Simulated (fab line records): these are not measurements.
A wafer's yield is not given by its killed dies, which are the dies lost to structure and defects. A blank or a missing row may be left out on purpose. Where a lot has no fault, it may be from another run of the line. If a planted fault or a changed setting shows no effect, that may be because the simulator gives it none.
Struck lot and sound lot, side by side    flow sky130    17 out of 708 route steps
Sound: these wafers, L189.3, L189.4, L189.6. The struck wafers were L195.1, L195.4, L195.5. At the end, the cause is stated.
Each step with rows lists, per side, the tool, then ch with its chambers, then its first start. Under that, the readings that differ: sound wafers    struck wafers    difference of the means    sigmas: that difference in standard deviations of wafers without a fault.
alike: readings whose means differ by less than 2 such deviations, and words and numbers that are the same on both sides. not compared: withheld readings, readings that some wafer has no value for, bounds like >300 that may hide the same value, and numbers for which the record gives no deviation and whose values overlap.
The two part at a step that has a row with sigmas, a row that says differs or no value, or rows on one side only. Non-overlapping numbers with no deviation appear without sigmas and do not part them. A reading that every wafer of one side lacks parts them only if that side has two wafers or more.

first, 1 step without rows for these wafers: SKY_LDD_N_IMPLANT_15.
SKY_LDD_N_STRIP_16: strips in O2/N2.
  sound on plasma asher-04 ch 0,1, day 23 15:17; struck on plasma asher-01 ch 0,1, day 25 14:53
  alike: drypump motor current A, oes product au, strip time to endpoint s
  not compared: rf hours counter h
SKY_LDD_N_TW_MEAS_17:
  struck on film metro-01, day 25 14:59; sound on film metro-02, day 23 15:23
  alike: LDD_N_TW
then, 7 steps without rows for these wafers: SKY_LDD_P_DEHYDRATE_00 (time 60 s); SKY_LDD_P_HMDS_01 (prime time 60 s); SKY_LDD_P_COAT_02 (resist thk 1140 nm); SKY_LDD_P_SOFTBAKE_03 (time 60 s); SKY_LDD_P_EXPOSE_04 (exposes mask PSDM, target cd 380 nm); SKY_LDD_P_PEB_05; SKY_LDD_P_DEVELOP_06 (develop time 60 s).
SKY_LDD_P_CD_MEAS_07 targets a cd of 380 nm.
  struck on cd sem-01, day 26 18:17; sound on cd sem-02, day 24 21:02
reading     sound              struck             difference  sigmas
cd nm (nm)  382.8 383.9 384.4  379.5 379.5 379.3  -4.3        -2
SKY_LDD_P_OVL_MEAS_08:
  struck on overlay-01, day 26 18:25; sound on overlay-01, day 24 21:08
  alike: LDD_P_OVL
SKY_LDD_P_IMPLANT_09:
  sound on implanter-03 ch 0, day 24 21:12; struck on implanter-01 ch 0, day 26 18:27
reading             sound             struck          difference  sigmas
beam on s (s)       10.03 9.97 10.10  7.87 8.18 8.22  -1.94       -10
faraday current uA  56.3 56.7 55.6    71.7 69.0 68.5  +13.5       +12
SKY_LDD_P_STRIP_10: strips in O2/N2.
  sound on plasma asher-03 ch 0,1, day 24 21:20; struck on plasma asher-03 ch 0,1, day 26 18:36
  alike: drypump motor current A, oes product au, strip time to endpoint s
  not compared: rf hours counter h
SKY_LDD_P_TW_MEAS_11:
  struck on film metro-03, day 26 18:42; sound on film metro-02, day 24 21:25
reading   sound        struck       difference  sigmas
LDD_P_TW  639 637 635  588 588 585  -50         -10
then, 1 step without rows for these wafers: SKY_LDD_HVN_DEHYDRATE_00 (time 60 s).
-- record jumps: 24 days separate the struck wafers' starts on either side; left off in module LDD_HVN, taken up again in module PAD_OPEN, whose first shown step is the route's number 708 --
SKY_PAD_OPEN_PROBE_99:
  struck on prober-01, day 50 20:01; sound on prober-01, day 49 16:20
reading                      sound           struck          difference  sigmas
model.etest.tip p.rs ohm sq  6730 6801 6773  8375 8444 8462  +1659       
  alike: killed_at_M0_to_M3, killed_at_M4_up, killed at contacts, killed at front end, killed at other, killed dies, killed open, killed short
  not compared: model.etest.tip p.rs ohm sq range

## WHERE THEY PART
First at SKY_LDD_P_CD_MEAS_07; last, within this record, at SKY_LDD_P_TW_MEAS_11. Later steps at which nothing parts them and some readings are alike: SKY_PAD_OPEN_PROBE_99.

WHY: what had been put in by the simulator
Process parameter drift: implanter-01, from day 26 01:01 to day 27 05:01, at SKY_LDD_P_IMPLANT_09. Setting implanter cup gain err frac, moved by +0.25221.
